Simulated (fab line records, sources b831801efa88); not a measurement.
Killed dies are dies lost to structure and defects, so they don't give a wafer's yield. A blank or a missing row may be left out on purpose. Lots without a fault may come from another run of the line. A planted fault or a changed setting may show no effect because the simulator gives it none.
fab line records | flow sky130
record lots=7 wafers=21 last_day=50
route steps=708 shown LDD_P@259 LDD_HVN@267 PAD_OPEN@708
lots that met no fault: from a run of the same line without faults
start_h: hours from the record's first day to the start of the lot's first wafer shown | wait_h: hours since the lot's step before | " the same as in the row above | L1.1+2: a row that stands for several wafers | - no value, or no start given | * or withheld: withheld | < > ~ a bound
route shown NAME@n: a module of which the file shows steps, and the number in the route of the first | usual: mean/standard deviation of fault-free wafers | same: alike in all rows | chamber/n: place in a boat | sites: the reading at each site | _std_site: their standard deviation | _edge_site: outer sites' mean less inner sites' | radius_mm: how far each site lies from the wafer's centre | mask NAME#n: copy n | behind: the tool/chamber that last shaped the wafer | hold: why the lot was held/for how many hours/how that ended | device: the transistor (n, p or np) that didn't switch | end of line: the same wafers' tests at the end of the route | a step without rows: its recipe alone | killed: dies lost to structure and defects at the first sort, not the wafer's yield | map: a wafer's dies, x killed, . not, _ none there
set.NAME: the setting as run; set.NAME@STEP: as run at that earlier step | model.NAME: the simulator's own value behind a step, which no gauge read
lots at some steps of the route; a table a step, a row a wafer
services: from which hour (start_h, from the record's first day; less than 0 if before it) a tool's chamber was out of use, for how many hours, and why
## steps
# step SKY_LDD_P_EXPOSE_04
# recipe mask_id=PSDM na=0.6 source_shape=conventional sigma_outer=0.6 polarization=unpolarized target_cd_nm=380 dose_mj=138
# step SKY_LDD_P_PEB_05
# recipe temp_c=withheld time_s=* resist=NOVOLAK
# step SKY_LDD_P_DEVELOP_06
# recipe resist=NOVOLAK developer=TMAH develop_time_s=60 dev_temp_c=23
# step SKY_LDD_P_CD_MEAS_07
# recipe target_cd_nm=380
# usual cd_nm=380.0/2.2
# columns lot.wafer tool chamber start_h wait_h cd_nm
L250.4 cd_sem-01 - 456.05 0.1 379.5
L250.5 " - " " 378.8
L250.6 " - " " 378.9
L256.1 cd_sem-01 - 511.60 0.1 381.6
L256.4 " - " " 381.4
L256.5 " - " " 383.3
L261.4 cd_sem-01 - 560.19 0.1 381.4
L261.5 " - " " 382.3
L261.6 " - " " 382.9
L262.1 cd_sem-01 - 566.35 0.1 377.6
L262.3 " - " " 379.5
L262.5 " - " " 378.6
L267.2 cd_sem-02 - 603.00 0.1 383.1
L267.3 " - " " 384.8
L267.5 " - " " 381.8
L268.2 cd_sem-02 - 633.10 0.1 378.5
L268.3 " - " " 379.0
L268.6 " - " " 377.7
L270.2 cd_sem-02 - 633.47 0.1 382.8
L270.4 " - " " 381.8
L270.6 " - " " 383.6
# step SKY_LDD_P_OVL_MEAS_08
# usual LDD_P_OVL=-0.1/1.6
# columns lot.wafer tool chamber start_h wait_h LDD_P_OVL[nm]
L250.4 overlay-02 - 456.13 0.1 -0.6
L250.5 " - " " -0.5
L250.6 " - " " -3.3
L256.1 overlay-01 - 511.72 0.1 1.1
L256.4 " - " " 0.7
L256.5 " - " " 1.0
L261.4 overlay-01 - 560.26 0.1 2.1
L261.5 " - " " 0.7
L261.6 " - " " -0.4
L262.1 overlay-01 - 566.47 0.1 0.4
L262.3 " - " " 1.7
L262.5 " - " " 1.5
L267.2 overlay-02 - 603.11 0.1 2.1
L267.3 " - " " -1.7
L267.5 " - " " 0.9
L268.2 overlay-02 - 633.20 0.1 -0.2
L268.3 " - " " 1.5
L268.6 " - " " 2.2
L270.2 overlay-02 - 633.58 0.1 2.0
L270.4 " - " " 2.2
L270.6 " - " " 0.8
# step SKY_LDD_P_IMPLANT_09
# recipe species=BF2 energy_kev=25 dose_cm2=1e+13 tilt_deg=withheld
# step SKY_LDD_P_STRIP_10
# recipe chemistry=O2/N2 power_w=1400 pressure_mtorr=1500 platen_temp_c=withheld o2_flow_sccm=3000 n2_flow_sccm=300 overash_fraction=0.5
# usual chamber_pressure_mTorr=1500.0/1.5 drypump_motor_current_A=6.0/0.47 oes_product_au=0.716/0.0048 strip_time_to_endpoint_s=14.18/0.039
# columns lot.wafer tool chamber start_h wait_h chamber_pressure_mTorr drypump_motor_current_A oes_product_au rf_hours_counter_h strip_time_to_endpoint_s
L250.4 plasma_asher-01 0 456.33 0.1 1500.1 5.5 0.720 - 14.19
L250.5 " 1 " " 1498.1 6.4 0.717 - 14.15
L250.6 " 0 " " 1499.7 5.5 0.715 - 14.15
L256.1 plasma_asher-02 1 512.06 0.2 1500.3 6.4 0.709 82 14.15
L256.4 " 1 " " 1500.5 6.5 0.712 - 14.17
L256.5 " 1 " " 1498.9 6.4 0.714 - 14.19
L261.4 plasma_asher-02 0 560.46 0.1 1499.5 5.4 0.722 - 14.18
L261.5 " 0 " " 1500.2 5.4 0.721 - 14.19
L261.6 " 1 " " 1498.8 6.4 0.712 - 14.13
L262.1 plasma_asher-01 0 566.66 0.1 1500.9 5.5 0.712 47 14.22
L262.3 " 1 " " 1500.3 6.4 0.719 - 14.18
L262.5 " 1 " " 1497.7 6.4 0.722 - 14.18
L267.2 plasma_asher-01 1 603.29 0.1 1501.2 6.4 0.717 50 14.18
L267.3 " 1 " " 1498.9 6.4 0.720 - 14.15
L267.5 " 0 " " 1499.3 5.5 0.715 - 14.20
L268.2 plasma_asher-03 1 633.38 0.1 1499.5 6.5 0.711 73 14.09
L268.3 " 0 " " 1500.9 5.5 0.725 - 14.18
L268.6 " 1 " " 1499.1 6.5 0.716 - 14.13
L270.2 plasma_asher-01 1 633.76 0.1 1500.1 6.4 0.717 54 14.18
L270.4 " 1 " " 1498.2 6.4 0.708 - 14.14
L270.6 " 1 " " 1499.6 6.4 0.714 - 14.12
# step SKY_LDD_P_TW_MEAS_11
# usual LDD_P_TW=635/3.1
# columns lot.wafer tool chamber start_h wait_h LDD_P_TW
L250.4 film_metro-01 - 456.42 0.1 635
L250.5 " - " " 633
L250.6 " - " " 634
L256.1 film_metro-01 - 512.16 0.1 633
L256.4 " - " " 631
L256.5 " - " " 631
L261.4 film_metro-03 - 560.56 0.1 639
L261.5 " - " " 636
L261.6 " - " " 636
L262.1 film_metro-01 - 566.76 0.1 632
L262.3 " - " " 635
L262.5 " - " " 632
L267.2 film_metro-03 - 603.40 0.1 635
L267.3 " - " " 630
L267.5 " - " " 631
L268.2 film_metro-01 - 633.49 0.1 628
L268.3 " - " " 631
L268.6 " - " " 631
L270.2 film_metro-03 - 633.87 0.1 639
L270.4 " - " " 638
L270.6 " - " " 638
# step SKY_LDD_HVN_DEHYDRATE_00
# recipe temp_c=200 time_s=60
# step SKY_LDD_HVN_HMDS_01
# recipe prime_time_s=60 prime_temp_c=120
# step SKY_LDD_HVN_COAT_02
# recipe resist=NOVOLAK spin_rpm=3000 resist_thk_nm=300
# step SKY_LDD_HVN_SOFTBAKE_03
# recipe temp_c=90 time_s=60 resist=NOVOLAK
# step SKY_LDD_HVN_EXPOSE_04
# recipe mask_id=HVNTM na=0.6 source_shape=conventional sigma_outer=0.6 polarization=unpolarized target_cd_nm=700 dose_mj=127
# usual exposure_dose_mJ_cm2=127.02/0.14
# columns lot.wafer tool chamber start_h wait_h mask exposure_dose_mJ_cm2
L250.4 iline_stepper-02 0 471.99 - HVNTM#0 127.03
L250.5 " 0 " " HVNTM#0 127.07
L250.6 " 0 " " HVNTM#0 126.94
L256.1 iline_stepper-01 0 527.16 - HVNTM#0 126.99
L256.4 " 0 " " HVNTM#0 127.09
L256.5 " 0 " " HVNTM#0 126.91
L261.4 iline_stepper-02 0 575.75 - HVNTM#0 126.76
L261.5 " 0 " " HVNTM#0 127.00
L261.6 " 0 " " HVNTM#0 126.94
L262.1 iline_stepper-01 0 581.42 - HVNTM#0 134.20
L262.3 " 0 " " HVNTM#0 134.28
L262.5 " 0 " " HVNTM#0 134.17
L267.2 iline_stepper-02 0 615.89 - HVNTM#0 127.31
L267.3 " 0 " " HVNTM#0 127.31
L267.5 " 0 " " HVNTM#0 127.27
L268.2 iline_stepper-01 0 650.08 - HVNTM#0 134.18
L268.3 " 0 " " HVNTM#0 133.89
L268.6 " 0 " " HVNTM#0 133.94
L270.2 iline_stepper-01 0 650.55 - HVNTM#0 134.05
L270.4 " 0 " " HVNTM#0 134.12
L270.6 " 0 " " HVNTM#0 134.16
# step SKY_LDD_HVN_PEB_05
# recipe temp_c=withheld time_s=* resist=NOVOLAK
# step SKY_PAD_OPEN_PROBE_99
# usual killed_at_M0_to_M3=43/5.9 killed_at_M4_up=3.3/1.9 killed_at_contacts=24/5.6 killed_at_front_end=15/4.1 killed_at_other=0.4/0.66 killed_dies=86/9 killed_open=47/6.9 killed_short=39/6.2
# same gross_dies=492 killed_at_back_side=0
# columns lot.wafer tool chamber start_h wait_h killed_at_M0_to_M3 killed_at_M4_up killed_at_contacts killed_at_front_end killed_at_other killed_dies killed_open killed_short
L250.4 prober-02 - 1088.79 0.2 42 8 17 18 2 87 54 33
L250.5 prober-02 - 1088.84 0.2 48 1 17 7 0 73 43 30
L250.6 prober-02 - 1088.89 0.2 52 3 14 10 1 80 43 37
L261.4 prober-01 - 1157.85 0.2 38 4 28 14 1 85 47 37
L261.5 prober-01 - 1157.90 0.2 39 3 23 25 1 91 56 33
L261.6 prober-01 - 1157.95 0.2 41 1 34 17 1 94 46 48
L267.2 prober-01 - 1183.62 0.1 34 3 29 19 0 85 50 35
L267.3 prober-01 - 1183.67 0.2 49 3 26 10 0 88 42 46
L267.5 prober-01 - 1183.77 0.2 48 5 30 9 0 92 46 46
# killed by level:class
L250.4 VIA2:geometric_particle:open=9 VIA1:geometric_particle:open=8 LI_CONTACT:geometric_particle:open=7 VIA3:geometric_particle:open=7 FIELD_ISO:geometric_particle:open=6 POLY_GATE:geometric_particle:open=5 CONTACT:geometric_particle:open=5 METAL4:geometric_particle:short=5
L250.5 VIA3:geometric_particle:open=13 METAL1:geometric_particle:short=8 VIA1:geometric_particle:open=8 CONTACT:geometric_particle:open=6 LI_CONTACT:geometric_particle:open=4 METAL2:geometric_particle:short=4 VIA2:geometric_particle:short=3 CONTACT:geometric_particle:short=3
L250.6 VIA1:geometric_particle:open=15 VIA2:geometric_particle:open=8 METAL2:geometric_particle:short=6 VIA3:geometric_particle:open=6 FIELD_ISO:geometric_particle:short=4 CONTACT:geometric_particle:short=4 METAL1:geometric_particle:short=4 VIA2:geometric_particle:short=4
L261.4 CONTACT:geometric_particle:open=14 VIA1:geometric_particle:open=14 VIA3:geometric_particle:open=6 FIELD_ISO:geometric_particle:short=5 POLY_GATE:geometric_particle:short=5 VIA2:geometric_particle:short=5 VIA2:geometric_particle:open=4 LI_CONTACT:geometric_particle:open=4
L261.5 VIA1:geometric_particle:open=13 FIELD_ISO:geometric_particle:open=10 CONTACT:geometric_particle:open=10 LI_CONTACT:geometric_particle:open=7 VIA1:geometric_particle:short=7 POLY_GATE:geometric_particle:open=6 FIELD_ISO:geometric_particle:short=5 VIA3:geometric_particle:open=5
L261.6 CONTACT:geometric_particle:open=16 VIA1:geometric_particle:short=12 CONTACT:geometric_particle:short=8 LI_CONTACT:geometric_particle:open=7 VIA1:geometric_particle:open=7 POLY_GATE:geometric_particle:short=6 FIELD_ISO:geometric_particle:open=4 POLY_GATE:geometric_particle:open=4
L267.2 VIA1:geometric_particle:open=15 LI_CONTACT:geometric_particle:open=12 FIELD_ISO:geometric_particle:short=8 CONTACT:geometric_particle:open=7 LI_CONTACT:geometric_particle:short=5 VIA2:geometric_particle:open=4 LOCAL_INTERCONNECT:geometric_particle:short=4 VIA1:geometric_particle:short=4
L267.3 METAL2:geometric_particle:short=10 CONTACT:geometric_particle:open=8 VIA1:geometric_particle:open=8 VIA3:geometric_particle:open=7 LI_CONTACT:geometric_particle:open=7 LI_CONTACT:geometric_particle:short=6 METAL1:geometric_particle:short=6 VIA1:geometric_particle:short=5
L267.5 VIA1:geometric_particle:open=12 LI_CONTACT:geometric_particle:open=9 VIA2:geometric_particle:open=7 CONTACT:geometric_particle:open=6 METAL1:geometric_particle:short=6 METAL3:geometric_particle:short=6 LI_CONTACT:geometric_particle:short=5 LOCAL_INTERCONNECT:geometric_particle:short=5
## services
# columns tool chamber start_h hours kind
plasma_asher-03 - 444.06 14.6 pm
plasma_asher-02 - 475.71 2.8 repair
plasma_asher-03 - 480.51 2.8 pm
iline_stepper-01 - 497.31 1.7 pm
plasma_asher-02 - 532.22 3.3 repair
iline_stepper-01 - 534.86 8.5 repair
iline_stepper-02 - 543.32 1.7 pm
plasma_asher-02 - 550.34 2.8 pm
plasma_asher-03 - 569.85 1.9 repair
iline_stepper-02 - 587.28 19.3 repair
iline_stepper-01 - 593.37 11.7 repair
iline_stepper-01 - 599.30 - calibration
iline_stepper-01 - 605.93 5.9 repair
iline_stepper-01 - 611.80 4.3 pm
iline_stepper-01 0 624.82 - calibration
iline_stepper-02 0 630.38 - calibration
plasma_asher-03 - 635.21 1.6 repair
## key
first_sign step=SKY_LDD_HVN_EXPOSE_04 reading=exposure_dose_mJ_cm2 direction=up sigmas=51 usual=* struck=*
effect none on later readings
met_at SKY_LDD_HVN_EXPOSE_04
struck_wafers L262.1,L262.3,L262.5,L268.2,L268.3,L268.6,L270.2,L270.4,L270.6
tester_left_out L262,L268,L270
onset_between 527.16 581.42
fault kind=process_parameter_drift tool=iline_stepper-01 chamber=- onset_h=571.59 steps=SKY_LDD_HVN_EXPOSE_04 channel=dose_mj offset=7.107 shape=step acts_in=these_recipes_only stated=127
# tester_left_out: of these lots the tester's yield and bins aren't shown, on N5 and GAA mostly nor the transistor test; their killed dies are dies lost to structure and defects alone, not to doping, threshold or leakage, so they don't give the yield
